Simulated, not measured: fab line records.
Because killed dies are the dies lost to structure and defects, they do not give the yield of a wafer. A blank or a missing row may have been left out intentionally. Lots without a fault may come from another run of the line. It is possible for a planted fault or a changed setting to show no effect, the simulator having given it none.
A sampling plan put to the test    flow sfq_line    each of the 19 faults these records tell of, on one fab line, judged from the records of the lots it struck
The line's own looks make up the plan; these are the steps of the route where a gauge or inspection reads the wafer and leaves it unchanged. A look can be judged if struck wafers have a number there and the file gives its usual mean and standard deviation on fault-free wafers. Caught: the struck wafers' mean, at a look after the fault's first step, is 4 or more of those standard deviations (sigma) away from the usual mean. On the tool: here the same test is run on the tool's own readings at the fault's steps. Another recipe on the struck wafers, or a record that is blank for them alone, also counts as caught.

== THE FAULTS, as the simulator had put them in ==
1. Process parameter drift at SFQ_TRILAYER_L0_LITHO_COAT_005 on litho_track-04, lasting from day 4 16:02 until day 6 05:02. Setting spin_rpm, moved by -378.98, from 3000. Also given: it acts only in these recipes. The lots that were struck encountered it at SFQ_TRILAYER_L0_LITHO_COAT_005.
2. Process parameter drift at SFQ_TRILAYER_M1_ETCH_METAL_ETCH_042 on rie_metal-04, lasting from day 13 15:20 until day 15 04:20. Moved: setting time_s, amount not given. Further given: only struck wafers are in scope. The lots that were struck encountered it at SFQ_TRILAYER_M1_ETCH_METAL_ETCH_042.
3. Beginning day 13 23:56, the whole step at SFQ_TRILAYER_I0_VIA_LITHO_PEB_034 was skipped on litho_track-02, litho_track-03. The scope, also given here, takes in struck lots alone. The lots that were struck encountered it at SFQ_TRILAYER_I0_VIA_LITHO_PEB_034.
4. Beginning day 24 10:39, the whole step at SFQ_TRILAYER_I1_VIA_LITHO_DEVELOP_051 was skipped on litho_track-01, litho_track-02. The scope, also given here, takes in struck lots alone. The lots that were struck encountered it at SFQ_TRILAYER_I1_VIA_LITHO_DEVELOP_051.
5. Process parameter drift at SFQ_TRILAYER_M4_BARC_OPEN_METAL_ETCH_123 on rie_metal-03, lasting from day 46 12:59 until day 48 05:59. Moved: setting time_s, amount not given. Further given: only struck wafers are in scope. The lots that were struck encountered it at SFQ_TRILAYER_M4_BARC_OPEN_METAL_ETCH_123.
6. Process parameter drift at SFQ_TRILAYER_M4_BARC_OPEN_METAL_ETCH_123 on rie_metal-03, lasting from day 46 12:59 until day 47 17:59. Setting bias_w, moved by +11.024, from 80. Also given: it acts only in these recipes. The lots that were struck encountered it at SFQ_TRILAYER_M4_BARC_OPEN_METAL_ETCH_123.
7. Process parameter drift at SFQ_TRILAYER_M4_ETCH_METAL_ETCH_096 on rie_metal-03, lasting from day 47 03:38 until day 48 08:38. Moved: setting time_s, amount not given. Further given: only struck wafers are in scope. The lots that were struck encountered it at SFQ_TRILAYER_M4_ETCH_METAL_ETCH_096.
8. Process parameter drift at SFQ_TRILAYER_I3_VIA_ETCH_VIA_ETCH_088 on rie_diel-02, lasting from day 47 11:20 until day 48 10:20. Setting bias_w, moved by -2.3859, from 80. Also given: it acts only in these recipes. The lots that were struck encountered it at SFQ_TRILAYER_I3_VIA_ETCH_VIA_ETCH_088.
9. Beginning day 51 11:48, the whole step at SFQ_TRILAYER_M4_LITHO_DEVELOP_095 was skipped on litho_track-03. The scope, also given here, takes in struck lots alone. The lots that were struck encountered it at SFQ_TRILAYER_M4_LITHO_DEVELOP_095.
10. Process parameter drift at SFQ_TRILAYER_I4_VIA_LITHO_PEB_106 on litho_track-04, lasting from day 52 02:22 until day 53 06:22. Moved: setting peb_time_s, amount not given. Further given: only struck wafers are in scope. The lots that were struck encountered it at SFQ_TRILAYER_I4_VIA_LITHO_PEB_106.
11. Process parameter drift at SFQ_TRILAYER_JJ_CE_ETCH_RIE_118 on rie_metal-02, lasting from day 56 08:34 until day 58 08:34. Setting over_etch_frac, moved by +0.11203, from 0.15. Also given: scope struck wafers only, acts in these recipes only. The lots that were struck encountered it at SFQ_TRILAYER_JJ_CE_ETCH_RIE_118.
12. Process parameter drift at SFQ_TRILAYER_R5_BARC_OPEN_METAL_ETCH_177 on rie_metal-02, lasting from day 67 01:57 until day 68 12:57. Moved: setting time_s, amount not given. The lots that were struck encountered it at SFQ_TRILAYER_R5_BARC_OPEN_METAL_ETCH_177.
13. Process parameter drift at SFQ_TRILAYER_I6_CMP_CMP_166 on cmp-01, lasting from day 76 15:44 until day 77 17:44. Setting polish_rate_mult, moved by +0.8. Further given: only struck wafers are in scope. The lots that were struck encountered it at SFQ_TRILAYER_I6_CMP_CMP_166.
14. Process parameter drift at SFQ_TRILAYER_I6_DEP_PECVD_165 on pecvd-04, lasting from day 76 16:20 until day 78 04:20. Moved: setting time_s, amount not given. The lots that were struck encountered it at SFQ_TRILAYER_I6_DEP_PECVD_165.
15. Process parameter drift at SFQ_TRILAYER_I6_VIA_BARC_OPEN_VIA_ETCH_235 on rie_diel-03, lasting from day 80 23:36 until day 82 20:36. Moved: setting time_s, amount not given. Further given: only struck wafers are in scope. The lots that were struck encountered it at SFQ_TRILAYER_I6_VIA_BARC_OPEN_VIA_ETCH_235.
16. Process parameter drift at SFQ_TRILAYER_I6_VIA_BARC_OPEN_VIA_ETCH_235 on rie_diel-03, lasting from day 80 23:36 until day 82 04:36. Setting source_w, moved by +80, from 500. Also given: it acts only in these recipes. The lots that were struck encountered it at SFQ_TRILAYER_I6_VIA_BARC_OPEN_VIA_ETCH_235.
17. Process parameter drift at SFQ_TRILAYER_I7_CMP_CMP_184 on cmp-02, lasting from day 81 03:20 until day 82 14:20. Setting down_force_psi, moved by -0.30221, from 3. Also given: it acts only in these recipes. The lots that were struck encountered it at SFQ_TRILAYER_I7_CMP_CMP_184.
18. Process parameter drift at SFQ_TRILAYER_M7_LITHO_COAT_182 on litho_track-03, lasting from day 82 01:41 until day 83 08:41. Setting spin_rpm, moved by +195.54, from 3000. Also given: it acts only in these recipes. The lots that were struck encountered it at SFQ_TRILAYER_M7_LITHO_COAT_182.
19. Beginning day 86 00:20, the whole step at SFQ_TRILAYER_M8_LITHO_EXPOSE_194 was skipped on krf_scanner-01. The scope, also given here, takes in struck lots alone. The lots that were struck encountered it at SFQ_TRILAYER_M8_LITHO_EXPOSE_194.

== WHAT THE PLAN SAW ==
fault  on the tool itself                                first look that catches it                       reading, sigma  median hours from its first step to that look  hours from the fault's start to the first struck lot there  judged looks passed uncaught
1      spin_speed_rpm -99 or beyond sigma                none of the 2 looks that can be judged after it  -               -                                              -                                                           2
2      run_length_s -13 sigma                            no look after it can be judged                   -               -                                              -                                                           0
3      the tool's record is blank for the struck wafers  no look after it can be judged                   -               -                                              -                                                           0
4      the tool's record is blank for the struck wafers  no look after it can be judged                   -               -                                              -                                                           0
5      oes_product_au -4.4 sigma                         no look after it can be judged                   -               -                                              -                                                           0
6      bias_w +48 sigma                                  no look after it can be judged                   -               -                                              -                                                           0
7      run_length_s +5.3 sigma                           no look after it can be judged                   -               -                                              -                                                           0
8      bias_w -11 sigma                                  no look after it can be judged                   -               -                                              -                                                           0
9      the tool's record is blank for the struck wafers  no look after it can be judged                   -               -                                              -                                                           0
10     heater_power_total_W +44 sigma                    no look after it can be judged                   -               -                                              -                                                           0
11     oes_product_au -5.7 sigma                         no look after it can be judged                   -               -                                              -                                                           0
12     run_length_s +49 sigma                            not the one look that can be judged after it     -               -                                              -                                                           1
13     time_to_endpoint_s -14 sigma                      not the one look that can be judged after it     -               -                                              -                                                           1
14     run_length_s -8.0 sigma                           no look after it can be judged                   -               -                                              -                                                           0
15     run_length_s +8.6 sigma                           no look after it can be judged                   -               -                                              -                                                           0
16     rf_fwd_power_W +36 sigma                          no look after it can be judged                   -               -                                              -                                                           0
17     head_pressure_psi -45 sigma                       no look after it can be judged                   -               -                                              -                                                           0
18     spin_speed_rpm +98 sigma                          not the one look that can be judged after it     -               -                                              -                                                           1
19     no reading that can be judged                     no look after it can be judged                   -               -                                              -                                                           0
A dash: this means the fault isn't caught or the number doesn't appear in these records.

Caught at a look: 0 of 19. Caught on the tool: 18 of 19. By one or the other: 18 of 19.
Faults caught by the tool alone: 1, 2, 3, 4, 5, 6, 7, 8, 9, 10, 11, 12, 13, 14, 15, 16, 17, 18.
Caught by neither: fault 19.
